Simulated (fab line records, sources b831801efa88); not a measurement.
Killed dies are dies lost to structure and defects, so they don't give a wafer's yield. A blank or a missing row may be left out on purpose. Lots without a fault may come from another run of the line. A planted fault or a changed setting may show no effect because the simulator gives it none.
Problem report in the 8D (eight disciplines) form, filled by code | flow sky130 | the parts of the form that need people (team, actions taken, sign-off) are left out

1. THE PROBLEM
spin_speed_rpm at SKY_LDD_HVN_COAT_02 reads a mean of 3180.8 rpm on 6 wafers of 2 lots; wafers without a fault read 3000.1 rpm with a standard deviation of 1.9. That is +95 standard deviations from the usual mean.
The step: resist thk 300 nm.
First seen on wafer L198.1, day 25 06:55, on litho_track-01. The record holds 39 wafers of 13 lots with a number at this step. Rule for "out", or "out of limits": more than 4 standard deviations from the usual mean. The other wafers with a number count as sound.

2. WHAT IT IS AND WHAT IT IS NOT
question                    | is                     | is not
which readings at this step | spin_speed_rpm         | -
which lots                  | L198, L199             | L183, L184, L185, L189, L190, L191, L192, L193, L194, L205, L206
which wafers of those lots  | all that have a number | -
read on which tools         | litho_track-01         | litho_track-03, litho_track-04
when                        | from day 25 06:55      | up to then (27 sound wafers); but 6 sound wafers of L205, L206 came after

3. SUSPECTS, AND WHAT RULES EACH OUT
Counting: a tool at a process step up to the reading stays a suspect if it ran every lot that is out and no sound lot after the first of them.
- litho_track-01 at SKY_LDD_HVN_COAT_02 (resist thk 300 nm): kept. It ran every lot that is out, first L198 (day 25 06:55), and no sound lot after that; its last sound lot up to then is L193 (day 23 11:58). Its own readings are out on those wafers: spin_speed_rpm.
Left after counting: litho_track-01 at SKY_LDD_HVN_COAT_02.

4. THE CAUSE (what the simulator had put in)
Process parameter drift: litho_track-01, from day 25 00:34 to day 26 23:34, at SKY_LDD_HVN_COAT_02. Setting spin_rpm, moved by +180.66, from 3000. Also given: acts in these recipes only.
Counting left only this tool.

5. THE CHAIN OF EFFECTS, in route order
Each row: a reading whose mean over the struck wafers that have a number lies more than 3 standard deviations from the usual. Only readings for which the record gives a usual standard deviation are gone through. hours: the time from each lot's start at the first step in this table that gives one to its start at this step, as a median over the lots. sigmas: the change in usual standard deviations.
hours | step                 | reading                  | usual      | on struck wafers | change | sigmas
0     | SKY_LDD_HVN_COAT_02  | spin_speed_rpm           | 3000.1 rpm | 3180.8           | +180.7 | +95
15    | SKY_LDD_HVN_STRIP_09 | strip_time_to_endpoint_s | 4.132 s    | 4.018            | -0.114 | -8.8
The process steps in it:
- SKY_LDD_HVN_COAT_02: resist thk 300 nm.
- SKY_LDD_HVN_STRIP_09: strips in O2/N2.
Later measuring or inspecting steps at which every struck wafer that the step has a row for has a number for every such reading, and none has moved that far: SKY_LDD_HVN_TW_MEAS_10, SKY_LDD_HVP_OVL_MEAS_07.

6. WHAT WOULD HAVE CAUGHT IT SOONER
In this record the first reading out of limits was taken at day 25 06:55, 6 hours after the fault began at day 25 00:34.
